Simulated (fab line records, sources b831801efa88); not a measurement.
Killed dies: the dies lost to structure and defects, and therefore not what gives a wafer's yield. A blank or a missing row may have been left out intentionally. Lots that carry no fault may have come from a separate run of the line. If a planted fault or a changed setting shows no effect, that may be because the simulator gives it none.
Matching of chambers -- flow gf180mcu -- 4 sister chambers for GF_CONTACT_CMP_27 on cmp-02
The step polishes, stops on SiO2, t overpolish 15 s, target thk 0 nm. 8 wafers are shown with their chamber, then 8 later ones without.

== EACH WAFER AND ITS CHAMBER ==
wafer,chamber,motorCurrentA (A),timeToEndpointS (s)
L680.4,2,9.3,71
L681.2,2,9.1,70
L682.4,3,10.5,75
L692.3,0,9.6,78
L693.2,0,9.7,77
L693.3,3,9.9,76
L693.4,1,10.5,80
L699.4,1,10.1,75

== WAFERS WHOSE CHAMBER IS MISSING ==
wafer,motorCurrentA (A),timeToEndpointS (s)
L699.5,10.1,75
L699.6,9.2,75
L701.4,10.3,75
L701.5,8.9,70
L701.6,10.6,77
L702.4,9.2,68
L702.5,9.3,68
L702.6,10.2,73

== WHICH CHAMBER EACH ONE RAN IN ==
wafer,from the rows above,in truth
L699.5,can't be placed: 3 or 1 or 0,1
L699.6,can't be placed: 0 or 2 or 3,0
L701.4,can't be placed: 3 or 1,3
L701.5,2,2
L701.6,can't be placed: 1 or 3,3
L702.4,2,2
L702.5,2,2
L702.6,can't be placed: 3 or 1 or 0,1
Correctly placed: 3 of 8. Unplaceable from these rows: 5, with the true chamber sitting among the candidates in 5. Wrongly placed: 0.
How it was worked out, from the rows above alone: a wafer's distance from a chamber is the root of the sum, over the readings, of the square of ((its reading less the chamber's mean) divided by the reading's scatter). The wafer belongs to the nearest chamber; if the next one is less than 2 further off, it can't be placed. A chamber's mean is the mean of its shown wafers. The scatter: take each reading less its chamber's mean, square it, sum over the shown wafers, divide by the number of wafers less the number of chambers, and take the root.
